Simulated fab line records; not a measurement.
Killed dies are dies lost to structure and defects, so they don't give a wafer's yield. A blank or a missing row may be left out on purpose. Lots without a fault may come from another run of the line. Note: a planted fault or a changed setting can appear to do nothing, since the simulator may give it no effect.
Check of tool commonality + flow sky130 + Lots sampled 12, wafers sampled 36

REASON FOR OPENING
At SKY_SD_N_RS_MEAS_18 the reading RES_XHIGH_RS is flagged on 2 of 12 lots. Wafers without a fault read 333.2 ohm/sq, standard deviation 1.
Rule: a lot is flagged in two cases, either no wafer of it has a number, or all its wafers with numbers fall more than 4 standard deviations from that mean. All remaining lots are regarded as sound.

| lot  | measured     | on            | RES_XHIGH_RS (ohm/sq), wafer by wafer | flag    |
|------|--------------|---------------|---------------------------------------|---------|
| L965 | day 28 15:25 | film_metro-03 | 333.1 333.6 332.5                     |         |
| L967 | day 28 16:02 | film_metro-01 | 334.1 333.8 333.5                     |         |
| L968 | day 28 19:49 | film_metro-04 | 336.1 335.8 335.4                     |         |
| L971 | day 29 22:42 | film_metro-03 | 332.3 331.8 332.7                     |         |
| L972 | day 30 10:37 | film_metro-01 | 332.6 332.8 331.8                     |         |
| L973 | day 30 19:32 | film_metro-03 | 335.1 336.5 335.3                     |         |
| L974 | day 31 02:46 | film_metro-03 | 334.6 333.0 334.7                     |         |
| L976 | day 31 17:10 | film_metro-04 | 330.8 332.5 333.3                     |         |
| L977 | day 31 21:30 | film_metro-04 | 332.1 333.1 332.8                     |         |
| L982 | day 33 13:47 | film_metro-01 | 307.7 307.2 307.4                     | FLAGGED |
| L983 | day 34 03:13 | film_metro-03 | 305.5 306.1 306.2                     | FLAGGED |
| L988 | day 36 05:18 | film_metro-03 | 334.3 333.9 333.3                     |         |
On average the flagged lots' numbers are 306.7 ohm/sq, which is -26.5 ohm/sq against the usual, or -27 standard deviations.

WHICH TOOL EACH LOT WENT THROUGH
Before the reading, the record contains 2 process steps out of a 708-step route. Every cell lists first the tool, next ch and the chambers used by the sampled wafers, and last the start.
| lot  | flag    | SKY_RES_XHIGH_SOFTBAKE_03         | SKY_RES_XHIGH_IMPLANT_07        |
|------|---------|-----------------------------------|---------------------------------|
| L965 |         | litho_track-02 ch 0, day 26 19:20 | implanter-03 ch 0, day 27 10:02 |
| L967 |         | litho_track-03 ch 0, day 26 19:30 | implanter-01 ch 0, day 27 10:24 |
| L968 |         | litho_track-02 ch 0, day 27 00:14 | implanter-03 ch 0, day 27 14:32 |
| L971 |         | litho_track-03 ch 0, day 28 02:38 | implanter-03 ch 0, day 28 16:56 |
| L972 |         | litho_track-02 ch 0, day 28 16:11 | implanter-04 ch 0, day 29 06:29 |
| L973 |         | litho_track-02 ch 0, day 29 00:27 | implanter-04 ch 0, day 29 14:48 |
| L974 |         | litho_track-01 ch 0, day 29 08:11 | implanter-01 ch 0, day 29 22:05 |
| L976 |         | litho_track-01 ch 0, day 29 22:55 | implanter-03 ch 0, day 30 12:42 |
| L977 |         | litho_track-02 ch 0, day 30 02:29 | implanter-03 ch 0, day 30 16:29 |
| L982 | FLAGGED | litho_track-01 ch 0, day 31 20:01 | implanter-03 ch 0, day 32 09:12 |
| L983 | FLAGGED | litho_track-02 ch 0, day 32 09:38 | implanter-03 ch 0, day 32 23:32 |
| L988 |         | litho_track-03 ch 0, day 34 14:05 | implanter-01 ch 0, day 35 02:35 |
What is done by these steps:
- SKY_RES_XHIGH_SOFTBAKE_03: time 61.26 s.
- SKY_RES_XHIGH_IMPLANT_07
- SKY_SD_N_RS_MEAS_18: measures by four-point-probe.

FLAGGED AGAINST TOTAL, ONE TOOL AT A TIME (gauges that did the reading follow at the end)
| step                      | tool           | lots run | flagged | share of the flagged lots | sound lots run after its first flagged lot |
|---------------------------|----------------|----------|---------|---------------------------|--------------------------------------------|
| SKY_RES_XHIGH_SOFTBAKE_03 | litho_track-01 | 3        | 1       | some                      | 0                                          |
| SKY_RES_XHIGH_SOFTBAKE_03 | litho_track-02 | 6        | 1       | some                      | 0                                          |
| SKY_RES_XHIGH_SOFTBAKE_03 | litho_track-03 | 3        | 0       | none                      | -                                          |
| SKY_RES_XHIGH_IMPLANT_07  | implanter-01   | 3        | 0       | none                      | -                                          |
| SKY_RES_XHIGH_IMPLANT_07  | implanter-03   | 7        | 2       | all                       | 0                                          |
| SKY_RES_XHIGH_IMPLANT_07  | implanter-04   | 2        | 0       | none                      | -                                          |
| SKY_SD_N_RS_MEAS_18       | film_metro-01  | 3        | 1       | some                      | 0                                          |
| SKY_SD_N_RS_MEAS_18       | film_metro-03  | 6        | 1       | some                      | 1 (L988)                                   |
| SKY_SD_N_RS_MEAS_18       | film_metro-04  | 3        | 0       | none                      | -                                          |

THE TABLE: WHAT IT ALLOWS
All flagged lots share 1 row of the table, namely implanter-03 at SKY_RES_XHIGH_IMPLANT_07.
- implanter-03 at SKY_RES_XHIGH_IMPLANT_07: 2 of its 7 lots flagged. A fault beginning between L977 (day 30 16:29), its last sound lot, and L982 (day 32 09:12), its first flagged one, fits the data. Its own readings (dose_ions_cm2) fall more than 4 standard deviations out on all wafers of the flagged lots.
What remains is a single tool, implanter-03 at SKY_RES_XHIGH_IMPLANT_07.

WHAT HAD BEEN PUT IN BY THE SIMULATOR
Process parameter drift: implanter-03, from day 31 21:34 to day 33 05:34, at SKY_RES_XHIGH_IMPLANT_07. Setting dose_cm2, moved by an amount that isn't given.
Lots struck among those shown: L982, L983. The same result came from the rule above.
